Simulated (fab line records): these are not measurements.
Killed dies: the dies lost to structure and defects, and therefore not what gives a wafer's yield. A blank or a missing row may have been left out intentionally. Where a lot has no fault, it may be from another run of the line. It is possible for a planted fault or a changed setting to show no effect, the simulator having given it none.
fab line records | flow gf180mcu
record: lots: 6 wafers: 18 last_day: 34
route steps=602 shown V3@430
lots that met no fault: taken from a fault-free run of the same line
start_h: start of the lot's first displayed wafer, in hours after the record's first day | wait_h: how many hours have passed since the lot's step before this one | " the same as in the row above | L1.1+2: one row covering several wafers at once | - no value, or no start given | * or withheld: withheld | < > ~ a bound
route shown NAME@n: a module of which the file shows steps, and the number in the route of the first | usual: mean and standard deviation over wafers with no fault | same: alike in all rows | chamber/n: place in a boat | sites: the reading at each site | _std_site: the standard deviation of these | _edge_site: outer sites' mean less inner sites' | radius_mm: for every site, how far away it sits from the centre of the wafer | mask NAME#n: copy n | behind: the tool/chamber that last shaped the wafer | hold: why the lot went on hold/how many hours it stayed there/how the hold came to an end | device: names the non-switching transistor (n, p or np) | end of line: tests of these same wafers at the route's end | a step without rows: its recipe alone | killed: the dies lost at the first sort to structure and to defects; this is not the yield of the wafer | map: dies across one wafer; x = killed, . = not, _ = none there
set.NAME: the setting as run; set.NAME@STEP: as run at that earlier step | model.NAME: the simulator's own value behind a step, which no gauge read
certain route steps with their lots: each step a table, each wafer a row
services: a tool's chamber out of use, with start hour (start_h, from the record's first day; less than 0 if before it), hours out, and reason
== steps ==
step: GF_V3_THK_MEAS_01
recipe: reads: SiO2_of_V3_CVD_00
usual: V3_CVD_00_THK: 601/6.7
columns lot.wafer tool chamber start_h wait_h V3_CVD_00_THK[nm]
L483.1 film_metro-03 - 489.37 0.0 595
L483.4 " - " " 605
L483.6 " - " " 607
L488.1 film_metro-02 - 541.09 0.1 600
L488.4 " - " " 604
L488.5 " - " " 605
L496.1 film_metro-03 - 598.28 0.0 605
L496.2 " - " " 604
L496.6 " - " " 595
L497.1 film_metro-02 - 609.84 0.0 591
L497.2 " - " " 606
L497.6 " - " " 603
L499.1 film_metro-02 - 621.33 0.0 612
L499.2 " - " " 598
L499.4 " - " " 610
L504.1 film_metro-03 - 654.81 0.0 608
L504.3 " - " " 603
L504.5 " - " " 592
step: GF_V3_CVD_02
recipe: material: SiO2 target_thk_nm: 850 precursor: TEOS temp_c: 400 time_s: 94.851 rf_w: 600
usual: heater_power_w: 671/100
columns lot.wafer tool chamber start_h wait_h heater_power_w
L483.1 pecvd-01 1 489.43 0.1 673
L483.4 " 0 " " 630
L483.6 " 2 " " 955
L488.1 pecvd-01 2 541.15 0.1 807
L488.4 " 1 " " 649
L488.5 " 0 " " 697
L496.1 pecvd-04 2 598.34 0.1 724
L496.2 " 1 " " 614
L496.6 " 1 " " 683
L497.1 pecvd-04 1 609.90 0.1 741
L497.2 " 2 " " 659
L497.6 " 2 " " 683
L499.1 pecvd-04 1 621.39 0.1 712
L499.2 " 2 " " 635
L499.4 " 1 " " 722
L504.1 pecvd-01 1 654.87 0.1 613
L504.3 " 0 " " 652
L504.5 " 0 " " 685
step: GF_V3_THK_MEAS_03
recipe: reads: SiO2_of_V3_CVD_02
usual: V3_CVD_02_THK: 847/12
columns lot.wafer tool chamber start_h wait_h V3_CVD_02_THK[nm]
L483.1 film_metro-02 - 489.50 0.0 841
L483.4 " - " " 861
L483.6 " - " " 850
L488.1 film_metro-02 - 541.22 0.0 842
L488.4 " - " " 848
L488.5 " - " " 849
L496.1 film_metro-02 - 598.41 0.0 840
L496.2 " - " " 825
L496.6 " - " " 845
L497.1 film_metro-03 - 609.97 0.0 832
L497.2 " - " " 842
L497.6 " - " " 851
L499.1 film_metro-03 - 621.46 0.0 830
L499.2 " - " " 822
L499.4 " - " " 849
L504.1 film_metro-03 - 654.94 0.0 836
L504.3 " - " " 830
L504.5 " - " " 855
step: GF_V3_CMP_04
recipe: material: SiO2 down_force_psi: 4 platen_rpm: 60 pad_velocity_m_s: 0.94248
usual: head_pressure_psi: 4.001/0.0087 motor_current_A: 12.8/0.86 slurry_filter_dp_kPa: 13.49/0.15 time_to_endpoint_s: 81/5
columns lot.wafer tool chamber start_h wait_h head_pressure_psi motor_current_A slurry_filter_dp_kPa time_to_endpoint_s
L483.1 cmp-02 1 489.56 0.1 4.009 13.2 13.08 82
L483.4 " 0 " " 4.013 12.4 13.55 90
L483.6 " 1 " " 4.011 12.1 13.54 87
L488.1 cmp-02 0 541.38 0.1 3.994 11.8 13.34 80
L488.4 " 1 " " 4.006 13.0 13.34 84
L488.5 " 2 " " 3.989 14.1 13.43 84
L496.1 cmp-02 1 598.47 0.1 4.007 12.3 13.27 78
L496.2 " 3 " " 4.012 13.2 13.60 72
L496.6 " 2 " " 3.998 13.9 13.18 83
L497.1 cmp-02 3 610.03 0.1 3.998 13.1 13.40 77
L497.2 " 0 " " 3.990 11.6 13.30 79
L497.6 " 3 " " 4.001 13.7 13.59 84
L499.4 cmp-02 3 621.52 0.0 4.003 13.4 13.64 78
L499.2 " 1 " " 4.008 12.8 13.45 71
L499.1 " 2 " " 3.993 13.7 13.83 76
L504.3 cmp-02 2 655.05 0.1 3.997 13.9 13.45 76
L504.1 " 0 " " 4.002 12.4 13.45 77
L504.5 " 1 " " 4.000 12.7 13.58 85
step: GF_V3_BOW_MEAS_05
recipe: mode: bow
usual: V3_BOW: 114/9.2
columns lot.wafer tool chamber start_h wait_h V3_BOW[um]
L483.1 film_metro-03 - 489.86 0.2 138
L483.4 " - " " 130
L483.6 " - " " 137
L488.1 film_metro-04 - 541.58 0.1 117
L488.4 " - " " 102
L488.5 " - " " 118
L496.1 film_metro-04 - 598.77 0.2 113
L496.2 " - " " 117
L496.6 " - " " 113
L497.1 film_metro-03 - 610.33 0.2 112
L497.2 " - " " 118
L497.6 " - " " 123
L499.1 film_metro-02 - 621.82 0.1 117
L499.2 " - " " 117
L499.4 " - " " 112
L504.1 film_metro-02 - 655.30 0.1 116
L504.3 " - " " 101
L504.5 " - " " 120
step: GF_V3_DEHYDRATE_06
recipe: temp_c: 200 time_s: 60
step: GF_V3_HMDS_07
recipe: prime_time_s: 60 prime_temp_c: 120
step: GF_V3_COAT_08
recipe: resist: BARC temp_c: withheld time_s: withheld spin_rpm: withheld resist_thk_nm: withheld
step: GF_V3_COAT_09
recipe: resist: KrF spin_rpm: withheld resist_thk_nm: 1000
step: GF_V3_SOFTBAKE_10
recipe: temp_c: 130 time_s: 60 resist: KrF
step: GF_V3_EXPOSE_11
recipe: mask_id: Via3 target_cd_nm: 260 na: 0.68 source_shape: conventional sigma_outer: 0.6 dose_mj: 38
step: GF_V3_PEB_12
recipe: peb_temp_c: 135 peb_time_s: 90 resist: KrF
step: GF_V3_DEVELOP_13
recipe: develop_time_s: 60 resist: KrF dev_temp_c: 21
usual: chill_plate_temp_C: 23.02/0.11 develop_time_s: 60/0
columns lot.wafer tool chamber start_h wait_h chill_plate_temp_C develop_time_s model.KrF_of_V3_COAT_09.thk_nm
L483.1 litho_track-01 0 513.21 0.2 23.08 60 987.6
L483.4 " 0 " " 23.12 60 988.2
L483.6 " 0 " " 23.12 60 988.1
L488.1 litho_track-02 0 563.53 0.2 23.19 60 987.9
L488.4 " 0 " " 23.13 60 985.2
L488.5 " 0 " " 22.98 60 987.4
L496.1 litho_track-02 - 619.68 0.2 - - 1003
L496.2 " - " " - - 1003
L496.6 " - " " - - 999.9
L497.1 litho_track-01 - 630.16 0.2 - - 995.8
L497.2 " - " " - - 998
L497.6 " - " " - - 998.4
L499.1 litho_track-01 0 642.16 0.2 22.87 60 984.3
L499.2 " 0 " " 22.90 60 989.4
L499.4 " 0 " " 22.99 60 984.6
L504.1 litho_track-04 0 675.23 0.2 22.96 60 989.7
L504.3 " 0 " " 22.97 60 989.8
L504.5 " 0 " " 23.05 60 986.9
step: GF_V3_CD_MEAS_14
recipe: target_cd_nm: 260
usual: cd_nm: 260.1/1
columns lot.wafer tool chamber start_h wait_h cd_nm
L483.1 cd_sem-02 - 513.36 0.1 259.6
L483.4 " - " " 260.4
L483.6 " - " " 259.0
L488.1 cd_sem-01 - 563.68 0.1 259.5
L488.4 " - " " 258.8
L488.5 " - " " 259.9
L496.1 cd_sem-01 - 619.83 0.1 -
L496.2 " - " " -
L496.6 " - " " -
L497.1 cd_sem-01 - 630.31 0.1 -
L497.2 " - " " -
L497.6 " - " " -
L499.1 cd_sem-02 - 642.31 0.1 261.3
L499.2 " - " " 259.7
L499.4 " - " " 260.0
L504.1 cd_sem-02 - 675.38 0.1 259.3
L504.3 " - " " 260.9
L504.5 " - " " 260.0
== services ==
columns tool chamber start_h hours kind
cmp-02 - 498.83 1.2 repair
cmp-02 - 500.10 0.4 repair
cmp-02 - 545.42 0.8 repair
pecvd-04 - 554.65 1.0 repair
cmp-02 - 575.96 4.0 pm
cmp-02 - 579.96 - consumable_replace:conditioner
cmp-02 - 579.96 - consumable_replace:pad
pecvd-01 - 591.12 14.0 pm
pecvd-01 0 591.12 14.0 vent_cycle
pecvd-01 1 591.12 14.0 vent_cycle
pecvd-01 2 591.12 14.0 vent_cycle
cmp-02 - 591.54 3.5 pm
pecvd-01 0 605.12 - clean
pecvd-01 1 605.12 - clean
pecvd-01 2 605.12 - clean
pecvd-01 - 622.90 1.2 repair
cmp-02 - 634.11 0.3 repair
pecvd-04 - 651.85 1.4 repair
== key ==
first_sign: step: GF_V3_DEVELOP_13 reading: tool_record direction: missing
effect none on later readings
model_effect: step: GF_V3_DEVELOP_13 value: KrF_of_V3_COAT_09.thk_nm without: 984.9 struck: 999.8
met_at GF_V3_DEVELOP_13
struck_wafers L496.1,L496.2,L496.6,L497.1,L497.2,L497.6
later_rows_left_out L496.1,L496.2,L496.6,L497.1,L497.2,L497.6
sort_left_out L496.1,L496.2,L496.6,L497.1,L497.2,L497.6
onset_between 563.53 619.68
fault: kind: skipped_step_whole tool: litho_track-01,litho_track-02 chamber: - onset_h: 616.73 steps: GF_V3_DEVELOP_13 scope: struck_lots_only
sort_left_out: the simulated sort isn't trusted on such a fault, so these wafers' sort isn't shown, and their yield isn't known
later_rows_left_out: the simulator's readings of these wafers behind a module that went badly wrong aren't trusted and aren't shown, but for the sort
